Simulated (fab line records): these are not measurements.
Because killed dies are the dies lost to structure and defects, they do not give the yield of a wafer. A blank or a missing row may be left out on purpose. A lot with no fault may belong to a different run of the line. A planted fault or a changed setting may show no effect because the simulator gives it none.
fab line records	flow sky130
record: lots: 13	wafers: 39	last_day: 50
route steps=708 shown FIELD_ISO@3 DNWELL@43 PWDE@55 PAD_OPEN@708
lots that met no fault: taken from a fault-free run of the same line
start_h: start of the lot's first displayed wafer, in hours after the record's first day	wait_h: hours from the lot's prior step to this one	" same as the row above	L1.1+2: a row that stands for several wafers	- either no value or no given start	* or withheld: withheld	< > ~ a bound
route shown NAME@n: names a module that has steps shown in the file, with the first one's number in the route	usual: mean and standard deviation over wafers with no fault	same: alike in all rows	chamber/n: place in a boat	sites: readings site by site	_std_site: the standard deviation of these	_edge_site: mean of outer sites minus mean of inner sites	radius_mm: for every site, how far away it sits from the centre of the wafer	mask NAME#n: copy n	behind: tool/chamber where the wafer was last shaped	hold: what put the lot on hold/how long, in hours/how the hold closed	device: the n, p or np transistor that did not switch	end of line: the same wafers' tests at the end of the route	for a step that has no rows: nothing shown but its recipe	killed: count of dies lost to structure and defects at first sort (not the wafer's yield)	map: shows each die of a wafer: x if killed, . if not, _ if none is there
set.NAME: the setting the step ran with; set.NAME@STEP: the setting that earlier step ran with	model.NAME: the simulator's own value behind a step, which no gauge read
route steps across a sampled set of lots; one table per step, one row per wafer
services: a tool's chamber out of use, with start hour (start_h, from the record's first day; less than 0 if before it), hours out, and reason
== steps ==
step: SKY_FIELD_ISO_THK_MEAS_02
recipe: reads: SiO2_of_FIELD_ISO_OXIDATION_01
usual: FIELD_ISO_OXIDATION_00_THK: 12.03/0.24
lot.wafer	tool	chamber	start_h	wait_h	FIELD_ISO_OXIDATION_00_THK[nm]
L895.2	film_metro-03	-	16.69	0.1	11.44
L895.5	"	-	"	"	11.95
L895.6	"	-	"	"	11.62
L896.2	film_metro-02	-	21.64	0.0	11.66
L896.4	"	-	"	"	11.51
L896.5	"	-	"	"	11.86
L897.1	film_metro-03	-	26.63	0.0	12.30
L897.4	"	-	"	"	12.28
L897.5	"	-	"	"	12.25
L900.1	film_metro-03	-	43.03	0.0	12.06
L900.3	"	-	"	"	12.12
L900.4	"	-	"	"	12.09
L901.1	film_metro-02	-	47.83	0.0	11.90
L901.2	"	-	"	"	12.10
L901.3	"	-	"	"	11.98
L902.2	film_metro-03	-	53.27	0.0	12.24
L902.5	"	-	"	"	12.16
L902.6	"	-	"	"	12.32
L903.1	film_metro-03	-	57.43	0.0	12.31
L903.2	"	-	"	"	12.46
L903.6	"	-	"	"	12.35
L904.2	film_metro-02	-	61.75	0.0	12.04
L904.5	"	-	"	"	12.01
L904.6	"	-	"	"	11.88
L906.3	film_metro-02	-	71.65	0.0	12.23
L906.4	"	-	"	"	12.19
L906.5	"	-	"	"	12.33
L908.3	film_metro-02	-	81.65	0.0	12.06
L908.4	"	-	"	"	12.00
L908.6	"	-	"	"	12.08
L914.3	film_metro-02	-	112.96	0.0	11.73
L914.4	"	-	"	"	11.53
L914.6	"	-	"	"	11.54
L915.1	film_metro-03	-	117.58	0.0	12.32
L915.2	"	-	"	"	11.99
L915.6	"	-	"	"	12.03
L916.1	film_metro-02	-	121.63	0.0	12.19
L916.4	"	-	"	"	11.87
L916.6	"	-	"	"	12.21
step: SKY_FIELD_ISO_ETCH_15
recipe: chemistry: CHF3/O2	target_depth_nm: 180	stop_on: Si	source_w: 600	bias_w: 200	pressure_mtorr: 40	chf3_flow_sccm: 50	O2_flow_sccm: 5	time_s: 72
usual: bias_w: 200.0/0.53	drypump_motor_current_A: 5.6/0.58	oes_product_au: 0.942/0.0072	throttle_valve_pct: 8.844/0.0099
lot.wafer	tool	chamber	start_h	wait_h	bias_w	drypump_motor_current_A	oes_product_au	rf_hours_counter_h	throttle_valve_pct
L895.2	rie_diel-02	3	36.65	0.0	200.4	4.7	0.947	40	8.827
L895.5	"	0	"	"	199.6	4.8	0.941	-	8.863
L895.6	"	3	"	"	200.1	4.7	0.945	-	8.845
L896.2	rie_diel-03	1	39.70	0.0	199.5	6.0	0.951	8	8.858
L896.4	"	3	"	"	199.7	6.3	0.942	69	8.843
L896.5	"	2	"	"	200.8	6.0	0.946	-	8.859
L897.1	rie_diel-02	2	43.30	0.0	200.2	5.4	0.945	35	8.840
L897.4	"	1	"	"	199.6	6.5	0.947	162	8.848
L897.5	"	2	"	"	199.9	5.4	0.938	-	8.847
L900.1	rie_diel-03	2	60.50	0.0	200.3	6.0	0.948	141	8.847
L900.3	"	0	"	"	200.1	5.7	0.942	12	8.849
L900.4	"	3	"	"	199.9	6.3	0.956	70	8.861
L901.1	rie_diel-03	0	65.34	0.0	200.1	5.7	0.954	12	8.852
L901.2	"	2	"	"	201.3	6.0	0.940	141	8.851
L901.3	"	1	"	"	199.8	6.0	0.952	8	8.838
L902.2	rie_diel-01	0	70.85	0.0	200.0	5.9	0.937	43	8.833
L902.5	"	0	"	"	199.9	5.9	0.937	-	8.844
L902.6	"	3	"	"	199.7	5.1	0.930	-	8.849
L903.1	rie_diel-02	1	74.95	0.0	200.1	6.5	0.943	162	8.842
L903.2	"	3	"	"	199.6	4.7	0.940	41	8.838
L903.6	"	0	"	"	200.5	4.8	0.953	-	8.843
L904.2	rie_diel-03	0	82.94	0.0	200.3	5.7	0.947	13	8.842
L904.5	"	2	"	"	200.1	6.0	0.940	-	8.837
L904.6	"	3	"	"	200.2	6.3	0.931	-	8.841
L906.3	rie_diel-03	3	90.45	0.0	200.7	6.3	0.939	70	8.866
L906.4	"	1	"	"	199.4	6.0	0.936	9	8.834
L906.5	"	0	"	"	200.1	5.7	0.943	-	8.817
L908.3	rie_diel-02	0	100.84	0.0	199.7	4.8	0.928	56	8.828
L908.4	"	2	"	"	200.0	5.4	0.947	-	8.833
L908.6	"	3	"	"	200.4	4.7	0.934	-	8.840
L914.3	rie_diel-03	2	133.69	0.0	182.8	6.0	0.938	142	8.826
L914.4	"	3	"	"	182.6	6.3	0.948	71	8.848
L914.6	"	0	"	"	183.4	5.7	0.930	-	8.858
L915.1	rie_diel-03	3	139.00	0.0	182.6	6.4	0.948	71	8.855
L915.2	"	2	"	"	183.0	6.0	0.947	142	8.846
L915.6	"	3	"	"	183.5	6.4	0.946	-	8.849
L916.1	rie_diel-02	3	144.40	0.0	200.1	4.7	0.938	42	8.845
L916.4	"	0	"	"	199.8	4.8	0.945	57	8.833
L916.6	"	2	"	"	200.5	5.4	0.941	-	8.843
step: SKY_DNWELL_STRIP_08
recipe: chemistry: O2/N2	power_w: 1400	pressure_mtorr: 1500	platen_temp_c: withheld	o2_flow_sccm: 3000	n2_flow_sccm: 300	overash_fraction: 0.5
usual: drypump_motor_current_A: 5.7/0.47	oes_product_au: 0.722/0.0045	strip_time_to_endpoint_s: 36.98/0.13
lot.wafer	tool	chamber	start_h	wait_h	drypump_motor_current_A	oes_product_au	rf_hours_counter_h	strip_time_to_endpoint_s
L895.2	plasma_asher-02	1	60.03	0.1	6.1	0.718	39	37.17
L895.5	"	1	"	"	6.1	0.715	-	37.30
L895.6	"	0	"	"	5.0	0.731	-	37.26
L896.2	plasma_asher-03	1	64.98	0.1	6.1	0.727	36	36.92
L896.4	"	1	"	"	6.1	0.727	-	36.90
L896.5	"	0	"	"	5.2	0.718	-	36.82
L897.1	plasma_asher-03	1	68.43	0.1	6.1	0.721	36	36.92
L897.4	"	1	"	"	6.1	0.722	-	36.80
L897.5	"	0	"	"	5.2	0.725	-	36.95
L900.1	plasma_asher-03	0	83.43	0.1	5.2	0.717	38	36.79
L900.3	"	0	"	"	5.2	0.724	-	36.73
L900.4	"	1	"	"	6.1	0.722	-	36.74
L901.1	plasma_asher-01	0	90.38	0.1	6.3	0.713	40	37.05
L901.2	"	1	"	"	5.6	0.718	40	37.02
L901.3	"	0	"	"	6.3	0.720	-	37.10
L902.2	plasma_asher-01	1	96.23	0.1	5.7	0.720	41	36.93
L902.5	"	1	"	"	5.7	0.725	-	36.88
L902.6	"	0	"	"	6.3	0.727	-	36.95
L903.1	plasma_asher-02	1	101.43	0.1	6.1	0.721	43	37.06
L903.2	"	0	"	"	5.0	0.723	43	37.10
L903.6	"	1	"	"	6.1	0.716	-	37.00
L904.2	plasma_asher-02	1	108.43	0.1	6.1	0.721	44	36.84
L904.5	"	1	"	"	6.1	0.726	-	36.80
L904.6	"	0	"	"	5.0	0.723	-	36.84
L906.3	plasma_asher-03	1	117.47	0.1	6.0	0.721	-	36.92
L906.4	"	0	"	"	5.2	0.724	-	36.87
L906.5	"	1	"	"	6.1	0.725	-	37.05
L908.3	plasma_asher-02	0	127.02	0.1	5.0	0.715	-	36.97
L908.4	"	1	"	"	6.1	0.717	-	37.00
L908.6	"	1	"	"	6.1	0.715	-	37.01
L914.3	plasma_asher-01	0	164.62	0.1	6.3	0.722	-	36.99
L914.4	"	1	"	"	5.7	0.727	-	37.08
L914.6	"	0	"	"	6.3	0.722	-	37.10
L915.1	plasma_asher-03	1	167.58	0.1	6.1	0.726	46	36.85
L915.2	"	0	"	"	5.2	0.724	46	36.88
L915.6	"	1	"	"	6.1	0.721	-	36.88
L916.1	plasma_asher-02	1	171.13	0.1	6.1	0.721	5	37.21
L916.4	"	0	"	"	5.0	0.719	-	37.23
L916.6	"	1	"	"	6.1	0.723	-	37.30
step: SKY_PWDE_TW_MEAS_10
usual: PWDE_TW: 378.5/2.5
lot.wafer	tool	chamber	start_h	wait_h	PWDE_TW
L895.2	film_metro-01	-	75.79	0.1	382.2
L895.5	"	-	"	"	381.3
L895.6	"	-	"	"	379.7
L896.2	film_metro-01	-	81.18	0.1	382.2
L896.4	"	-	"	"	382.9
L896.5	"	-	"	"	382.6
L897.1	film_metro-02	-	84.92	0.1	376.5
L897.4	"	-	"	"	377.5
L897.5	"	-	"	"	376.9
L900.1	film_metro-02	-	100.57	0.1	378.2
L900.3	"	-	"	"	377.5
L900.4	"	-	"	"	381.8
L901.1	film_metro-02	-	108.03	0.1	380.5
L901.2	"	-	"	"	378.6
L901.3	"	-	"	"	380.2
L902.2	film_metro-02	-	114.08	0.1	376.3
L902.5	"	-	"	"	379.5
L902.6	"	-	"	"	379.0
L903.1	film_metro-02	-	119.77	0.1	378.4
L903.2	"	-	"	"	377.9
L903.6	"	-	"	"	379.8
L904.2	film_metro-02	-	126.69	0.1	377.9
L904.5	"	-	"	"	377.0
L904.6	"	-	"	"	377.4
L906.3	film_metro-02	-	136.19	0.1	378.4
L906.4	"	-	"	"	380.9
L906.5	"	-	"	"	375.8
L908.3	film_metro-02	-	146.44	0.1	374.8
L908.4	"	-	"	"	377.0
L908.6	"	-	"	"	376.2
L914.3	film_metro-01	-	185.39	0.1	381.4
L914.4	"	-	"	"	380.5
L914.6	"	-	"	"	380.2
L915.1	film_metro-02	-	188.38	0.1	375.5
L915.2	"	-	"	"	373.9
L915.6	"	-	"	"	376.6
L916.1	film_metro-02	-	191.62	0.1	375.1
L916.4	"	-	"	"	374.5
L916.6	"	-	"	"	375.3
step: SKY_PAD_OPEN_PROBE_99
usual: killed_at_M0_to_M3: 45/6.8	killed_at_M4_up: 3.1/2	killed_at_contacts: 23/5.2	killed_at_front_end: 14/3.7	killed_at_other: 0.3/0.61	killed_dies: 86/9	killed_open: 46/6.9	killed_short: 39/6.4
same: gross_dies: 492	killed_at_back_side: 0
lot.wafer	tool	chamber	start_h	wait_h	killed_at_M0_to_M3	killed_at_M4_up	killed_at_contacts	killed_at_front_end	killed_at_other	killed_dies	killed_open	killed_short
L895.2	prober-02	-	1086.88	0.1	35	3	28	11	2	79	36	43
L895.5	prober-02	-	1087.03	0.2	55	3	20	10	1	89	45	44
L895.6	prober-02	-	1087.08	0.2	38	2	28	14	1	83	44	39
L896.2	prober-01	-	1088.01	0.1	38	0	26	16	0	80	48	32
L896.4	prober-01	-	1088.11	0.2	50	6	18	16	0	90	41	48
L896.5	prober-01	-	1088.16	0.2	40	4	16	24	0	84	49	34
L897.1	prober-02	-	1088.95	0.1	41	4	17	12	0	74	45	28
L897.4	prober-02	-	1089.10	0.2	33	3	24	17	0	77	45	29
L897.5	prober-02	-	1089.15	0.2	35	2	28	17	0	82	54	28
L900.1	prober-01	-	1109.75	0.1	56	6	29	12	0	103	59	44
L900.3	prober-01	-	1109.85	0.2	55	0	25	11	0	91	59	32
L900.4	prober-01	-	1109.90	0.2	44	2	17	14	0	77	45	32
L901.1	prober-02	-	1116.03	0.1	43	5	25	19	0	92	54	38
L901.2	prober-02	-	1116.08	0.1	46	0	24	10	0	80	50	30
L901.3	prober-02	-	1116.13	0.2	45	1	41	13	0	100	53	47
L902.2	prober-01	-	1120.86	0.1	37	5	26	8	0	76	42	34
L902.5	prober-01	-	1121.01	0.2	38	1	20	21	1	81	33	48
L902.6	prober-01	-	1121.06	0.2	42	0	28	13	0	83	40	43
L903.1	prober-02	-	1127.29	0.1	50	5	22	18	0	95	52	43
L903.2	prober-02	-	1127.34	0.1	44	5	24	19	1	93	52	41
L903.6	prober-02	-	1127.54	0.2	46	5	20	15	0	86	33	53
L904.2	prober-01	-	1134.05	0.1	54	7	27	17	0	105	59	46
L904.5	prober-01	-	1134.20	0.2	42	3	23	14	0	82	39	43
L904.6	prober-01	-	1134.25	0.2	52	2	19	14	1	88	40	48
L906.3	prober-01	-	1141.35	0.2	51	3	26	20	0	100	51	46
L906.4	prober-01	-	1141.40	0.2	43	2	17	16	0	78	42	35
L906.5	prober-01	-	1141.45	0.2	43	1	20	16	0	80	46	34
L908.3	prober-01	-	1153.86	0.2	43	5	34	19	0	101	61	40
L908.4	prober-01	-	1153.91	0.2	43	5	15	11	1	75	39	35
L908.6	prober-01	-	1154.01	0.2	50	2	28	14	0	94	47	47
L914.3	prober-01	-	1187.73	0.2	44	7	20	7	1	79	43	35
L914.4	prober-01	-	1187.78	0.2	60	0	25	14	0	99	54	45
L914.6	prober-01	-	1187.88	0.2	41	3	33	11	1	89	53	36
L916.1	prober-02	-	1199.06	0.1	55	8	16	14	2	95	46	46
L916.4	prober-02	-	1199.21	0.2	39	4	26	17	0	86	41	43
L916.6	prober-02	-	1199.31	0.2	49	6	25	13	0	93	48	43
L915.1	prober-01	-	1199.67	0.1	41	1	27	7	0	76	43	33
L915.2	prober-01	-	1199.72	0.1	36	2	16	16	0	70	35	35
L915.6	prober-01	-	1199.92	0.2	43	2	19	17	0	81	44	37
killed by level:class
L895.2 CONTACT:geometric_particle:open=10 METAL1:geometric_particle:short=8 LI_CONTACT:geometric_particle:open=6 LI_CONTACT:geometric_particle:short=5 METAL2:geometric_particle:short=5 VIA3:geometric_particle:open=5 POLY_GATE:geometric_particle:short=4 VIA1:geometric_particle:open=4
L895.5 VIA1:geometric_particle:open=13 VIA1:geometric_particle:short=8 VIA3:geometric_particle:open=7 CONTACT:geometric_particle:open=7 METAL2:geometric_particle:short=7 LOCAL_INTERCONNECT:geometric_particle:short=6 LI_CONTACT:geometric_particle:open=5 METAL1:geometric_particle:short=5
L895.6 LI_CONTACT:geometric_particle:open=11 VIA1:geometric_particle:open=9 CONTACT:geometric_particle:open=8 METAL1:geometric_particle:short=5 VIA3:geometric_particle:open=5 CONTACT:geometric_particle:short=4 METAL2:geometric_particle:short=4 METAL3:geometric_particle:short=4
L896.2 VIA2:geometric_particle:open=10 LI_CONTACT:geometric_particle:open=7 VIA1:geometric_particle:open=7 LOCAL_INTERCONNECT:geometric_particle:short=6 VIA3:geometric_particle:open=6 CONTACT:geometric_particle:short=6 POLY_GATE:geometric_particle:open=5 CONTACT:geometric_particle:open=5
L896.4 VIA1:geometric_particle:open=19 CONTACT:geometric_particle:short=8 POLY_GATE:geometric_particle:open=6 METAL1:geometric_particle:short=6 VIA2:geometric_particle:short=5 POLY_GATE:geometric_particle:short=4 LI_CONTACT:geometric_particle:open=4 VIA2:geometric_particle:open=4
L896.5 VIA1:geometric_particle:open=13 POLY_GATE:geometric_particle:open=6 METAL2:geometric_particle:short=6 FIELD_ISO:geometric_particle:open=5 CONTACT:geometric_particle:short=5 CONTACT:geometric_particle:open=5 VIA3:geometric_particle:open=5 POLY_GATE:geometric_particle:short=4
L897.1 VIA1:geometric_particle:open=13 VIA2:geometric_particle:open=8 CONTACT:geometric_particle:open=6 CONTACT:geometric_particle:short=5 METAL2:geometric_particle:short=5 VIA3:geometric_particle:open=5 FIELD_ISO:geometric_particle:open=4 LI_CONTACT:geometric_particle:open=4
L897.4 VIA1:geometric_particle:open=9 CONTACT:geometric_particle:open=8 LI_CONTACT:geometric_particle:open=7 FIELD_ISO:geometric_particle:open=5 LOCAL_INTERCONNECT:geometric_particle:short=4 METAL1:geometric_particle:short=4 FIELD_ISO:geometric_particle:short=3 POLY_GATE:geometric_particle:open=3
L897.5 CONTACT:geometric_particle:open=16 VIA2:geometric_particle:open=8 LI_CONTACT:geometric_particle:open=7 POLY_GATE:geometric_particle:open=6 VIA1:geometric_particle:open=6 VIA1:geometric_particle:short=5 FIELD_ISO:geometric_particle:short=4 POLY_GATE:geometric_particle:short=4
L900.1 VIA3:geometric_particle:open=12 CONTACT:geometric_particle:open=10 VIA1:geometric_particle:open=10 METAL1:geometric_particle:short=8 VIA3:geometric_particle:short=7 FIELD_ISO:geometric_particle:open=6 LI_CONTACT:geometric_particle:open=6 METAL2:geometric_particle:short=6
L900.3 VIA1:geometric_particle:open=20 CONTACT:geometric_particle:open=11 VIA2:geometric_particle:open=7 VIA3:geometric_particle:open=7 VIA1:geometric_particle:short=6 VIA3:geometric_particle:short=6 LI_CONTACT:geometric_particle:open=5 POLY_GATE:geometric_particle:open=4
L900.4 VIA1:geometric_particle:open=11 VIA3:geometric_particle:open=7 CONTACT:geometric_particle:open=5 VIA2:geometric_particle:open=5 FIELD_ISO:geometric_particle:open=4 POLY_GATE:geometric_particle:open=4 METAL2:geometric_particle:short=4 CONTACT:geometric_particle:short=4
L901.1 LI_CONTACT:geometric_particle:open=9 VIA1:geometric_particle:open=9 VIA3:geometric_particle:open=9 CONTACT:geometric_particle:open=8 FIELD_ISO:geometric_particle:open=7 METAL2:geometric_particle:short=6 SPACER:geometric_particle:open=5 METAL1:geometric_particle:short=5
L901.2 VIA2:geometric_particle:open=15 CONTACT:geometric_particle:open=8 VIA1:geometric_particle:open=8 FIELD_ISO:geometric_particle:short=5 LI_CONTACT:geometric_particle:open=5 LI_CONTACT:geometric_particle:short=5 VIA3:geometric_particle:open=5 METAL1:geometric_particle:short=4
L901.3 VIA1:geometric_particle:open=13 CONTACT:geometric_particle:open=13 LI_CONTACT:geometric_particle:short=9 LI_CONTACT:geometric_particle:open=9 LOCAL_INTERCONNECT:geometric_particle:short=8 VIA2:geometric_particle:open=7 METAL1:geometric_particle:short=6 SPACER:geometric_particle:short=4
L902.2 CONTACT:geometric_particle:open=9 VIA1:geometric_particle:open=8 LI_CONTACT:geometric_particle:open=7 VIA1:geometric_particle:short=7 FIELD_ISO:geometric_particle:open=6 METAL2:geometric_particle:short=6 VIA2:geometric_particle:open=5 LI_CONTACT:geometric_particle:short=4
L902.5 FIELD_ISO:geometric_particle:short=7 METAL1:geometric_particle:short=7 VIA1:geometric_particle:open=7 POLY_GATE:geometric_particle:short=5 LI_CONTACT:geometric_particle:open=5 CONTACT:geometric_particle:short=5 CONTACT:geometric_particle:open=4 VIA2:geometric_particle:short=4
L902.6 VIA1:geometric_particle:open=10 CONTACT:geometric_particle:short=9 VIA3:geometric_particle:short=7 LOCAL_INTERCONNECT:geometric_particle:short=7 VIA2:geometric_particle:open=6 LI_CONTACT:geometric_particle:open=6 POLY_GATE:geometric_particle:open=4 CONTACT:geometric_particle:open=4
L903.1 VIA1:geometric_particle:open=10 VIA3:geometric_particle:open=9 METAL1:geometric_particle:short=8 VIA2:geometric_particle:open=8 CONTACT:geometric_particle:short=7 FIELD_ISO:geometric_particle:open=6 LI_CONTACT:geometric_particle:open=6 CONTACT:geometric_particle:open=6
L903.2 VIA1:geometric_particle:open=10 CONTACT:geometric_particle:open=9 VIA3:geometric_particle:open=8 FIELD_ISO:geometric_particle:open=7 FIELD_ISO:geometric_particle:short=5 LOCAL_INTERCONNECT:geometric_particle:short=5 VIA3:geometric_particle:short=5 METAL4:geometric_particle:short=5
L903.6 METAL1:geometric_particle:short=11 METAL2:geometric_particle:short=8 LI_CONTACT:geometric_particle:open=7 CONTACT:geometric_particle:open=5 VIA1:geometric_particle:short=5 VIA3:geometric_particle:short=5 FIELD_ISO:geometric_particle:short=4 VIA1:geometric_particle:open=4
L904.2 VIA1:geometric_particle:open=16 CONTACT:geometric_particle:open=9 VIA2:geometric_particle:open=9 LI_CONTACT:geometric_particle:open=7 POLY_GATE:geometric_particle:short=6 CONTACT:geometric_particle:short=6 VIA1:geometric_particle:short=6 METAL4:geometric_particle:short=5
L904.5 METAL2:geometric_particle:short=9 VIA1:geometric_particle:open=9 METAL1:geometric_particle:short=8 LI_CONTACT:geometric_particle:open=7 CONTACT:geometric_particle:open=6 FIELD_ISO:geometric_particle:open=5 LOCAL_INTERCONNECT:geometric_particle:short=4 CONTACT:geometric_particle:short=4
L904.6 METAL2:geometric_particle:short=14 VIA1:geometric_particle:open=10 LI_CONTACT:geometric_particle:open=7 METAL1:geometric_particle:short=7 CONTACT:geometric_particle:open=6 VIA2:geometric_particle:short=5 FIELD_ISO:geometric_particle:short=3 POLY_GATE:geometric_particle:short=3
L906.3 LI_CONTACT:geometric_particle:open=10 VIA1:geometric_particle:open=10 METAL2:geometric_particle:short=8 FIELD_ISO:geometric_particle:short=7 VIA2:geometric_particle:open=7 METAL1:geometric_particle:short=7 VIA1:geometric_particle:short=5 CONTACT:geometric_particle:short=4
L906.4 VIA1:geometric_particle:open=13 CONTACT:geometric_particle:open=8 VIA1:geometric_particle:short=8 FIELD_ISO:geometric_particle:open=5 FIELD_ISO:geometric_particle:short=5 VIA3:geometric_particle:open=5 LI_CONTACT:geometric_particle:open=4 CONTACT:geometric_particle:short=4
L906.5 CONTACT:geometric_particle:open=8 VIA3:geometric_particle:open=8 VIA2:geometric_particle:open=7 FIELD_ISO:geometric_particle:short=6 FIELD_ISO:geometric_particle:open=5 LI_CONTACT:geometric_particle:open=5 VIA1:geometric_particle:short=5 VIA1:geometric_particle:open=4
L908.3 VIA1:geometric_particle:open=13 LI_CONTACT:geometric_particle:open=11 CONTACT:geometric_particle:open=10 METAL1:geometric_particle:short=6 LOCAL_INTERCONNECT:geometric_particle:short=6 VIA2:geometric_particle:open=6 FIELD_ISO:geometric_particle:open=5 POLY_GATE:geometric_particle:open=5
L908.4 VIA1:geometric_particle:open=16 CONTACT:geometric_particle:open=7 VIA2:geometric_particle:open=7 METAL1:geometric_particle:short=5 VIA1:geometric_particle:short=5 LI_CONTACT:geometric_particle:open=4 VIA3:geometric_particle:short=4 METAL4:geometric_particle:short=4
L908.6 CONTACT:geometric_particle:open=12 VIA1:geometric_particle:open=11 VIA2:geometric_particle:open=7 LOCAL_INTERCONNECT:geometric_particle:short=7 VIA2:geometric_particle:short=7 VIA3:geometric_particle:open=6 METAL1:geometric_particle:short=5 VIA3:geometric_particle:short=5
L914.3 VIA3:geometric_particle:open=13 METAL1:geometric_particle:short=9 CONTACT:geometric_particle:open=8 VIA2:geometric_particle:open=7 METAL4:geometric_particle:short=6 LI_CONTACT:geometric_particle:open=5 CONTACT:geometric_particle:short=5 FIELD_ISO:geometric_particle:open=4
L914.4 VIA1:geometric_particle:open=13 CONTACT:geometric_particle:open=12 VIA2:geometric_particle:open=11 METAL2:geometric_particle:short=10 METAL1:geometric_particle:short=6 FIELD_ISO:geometric_particle:short=5 CONTACT:geometric_particle:short=5 VIA1:geometric_particle:short=5
L914.6 CONTACT:geometric_particle:open=13 VIA3:geometric_particle:open=13 LI_CONTACT:geometric_particle:open=7 LI_CONTACT:geometric_particle:short=6 VIA1:geometric_particle:open=6 VIA2:geometric_particle:open=6 POLY_GATE:geometric_particle:short=4 CONTACT:geometric_particle:short=4
L916.1 VIA1:geometric_particle:open=17 METAL1:geometric_particle:short=7 POLY_GATE:geometric_particle:short=6 METAL2:geometric_particle:short=6 LI_CONTACT:geometric_particle:open=5 VIA3:geometric_particle:open=5 VIA3:geometric_particle:short=5 CONTACT:geometric_particle:open=4
L916.4 CONTACT:geometric_particle:open=9 VIA1:geometric_particle:short=8 METAL2:geometric_particle:short=8 LI_CONTACT:geometric_particle:open=7 VIA1:geometric_particle:open=5 FIELD_ISO:geometric_particle:short=4 POLY_GATE:geometric_particle:short=4 POLY_GATE:geometric_particle:open=4
L916.6 VIA1:geometric_particle:open=13 METAL1:geometric_particle:short=12 LI_CONTACT:geometric_particle:open=9 VIA2:geometric_particle:open=8 CONTACT:geometric_particle:open=7 CONTACT:geometric_particle:short=5 VIA1:geometric_particle:short=5 FIELD_ISO:geometric_particle:short=4
L915.1 CONTACT:geometric_particle:open=12 LI_CONTACT:geometric_particle:open=9 VIA1:geometric_particle:open=7 METAL1:geometric_particle:short=6 METAL2:geometric_particle:short=5 VIA3:geometric_particle:open=5 VIA2:geometric_particle:open=4 VIA2:geometric_particle:short=4
L915.2 VIA1:geometric_particle:open=11 POLY_GATE:geometric_particle:short=7 VIA2:geometric_particle:open=6 FIELD_ISO:geometric_particle:short=5 CONTACT:geometric_particle:open=5 METAL1:geometric_particle:short=5 VIA1:geometric_particle:short=5 FIELD_ISO:geometric_particle:open=3
L915.6 VIA1:geometric_particle:open=14 CONTACT:geometric_particle:open=7 METAL3:geometric_particle:short=6 FIELD_ISO:geometric_particle:open=5 LI_CONTACT:geometric_particle:open=5 VIA1:geometric_particle:short=5 FIELD_ISO:geometric_particle:short=4 POLY_GATE:geometric_particle:short=4
== services ==
tool	chamber	start_h	hours	kind
rie_diel-01	2	19.24	3.9	repair
rie_diel-03	-	51.81	2.8	pm
rie_diel-01	1	68.55	71.2	repair
rie_diel-03	2	76.40	3.9	repair
rie_diel-02	1	79.39	9.3	repair
plasma_asher-01	-	80.04	0.5	repair
rie_diel-03	-	96.96	22.5	repair
rie_diel-02	1	99.45	-	clean
rie_diel-02	1	99.45	22.6	scheduled_down
rie_diel-02	1	99.45	22.6	vent_cycle
rie_diel-02	2	106.54	12.2	repair
plasma_asher-02	-	106.94	0.5	repair
plasma_asher-02	-	108.75	9.0	pm
plasma_asher-02	0	108.75	9.0	vent_cycle
plasma_asher-02	1	108.75	9.0	vent_cycle
plasma_asher-02	0	117.75	-	clean
plasma_asher-02	1	117.75	-	clean
rie_diel-03	1	120.54	2.8	repair
rie_diel-03	1	144.16	7.7	repair
rie_diel-01	1	145.32	-	clean
rie_diel-01	1	145.32	26.7	scheduled_down
rie_diel-01	1	145.32	26.7	vent_cycle
rie_diel-03	-	169.60	2.0	repair
== key ==
first_sign: step: SKY_FIELD_ISO_ETCH_15	reading: bias_w	direction: down	sigmas: 32	usual: 200.0	struck: 183.0
effect none on later readings
met_at SKY_FIELD_ISO_ETCH_15
struck_lots L914,L915
tester_left_out L914,L915
not_acting_at SKY_FIELD_ISO_THK_MEAS_02,SKY_DNWELL_STRIP_08,SKY_PWDE_TW_MEAS_10
onset_between 90.45 133.69
fault: kind: process_parameter_drift	tool: rie_diel-03	chamber: -	onset_h: 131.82	steps: SKY_FIELD_ISO_ETCH_15	channel: bias_w	offset: -17.114	shape: step	end_h: 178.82	acts_in: these_recipes_only	stated: 200
tester_left_out: of these lots the tester's yield and bins aren't shown, on N5 and GAA mostly nor the transistor test; their killed dies are dies lost to structure and defects alone, not to doping, threshold or leakage, so they don't give the yield
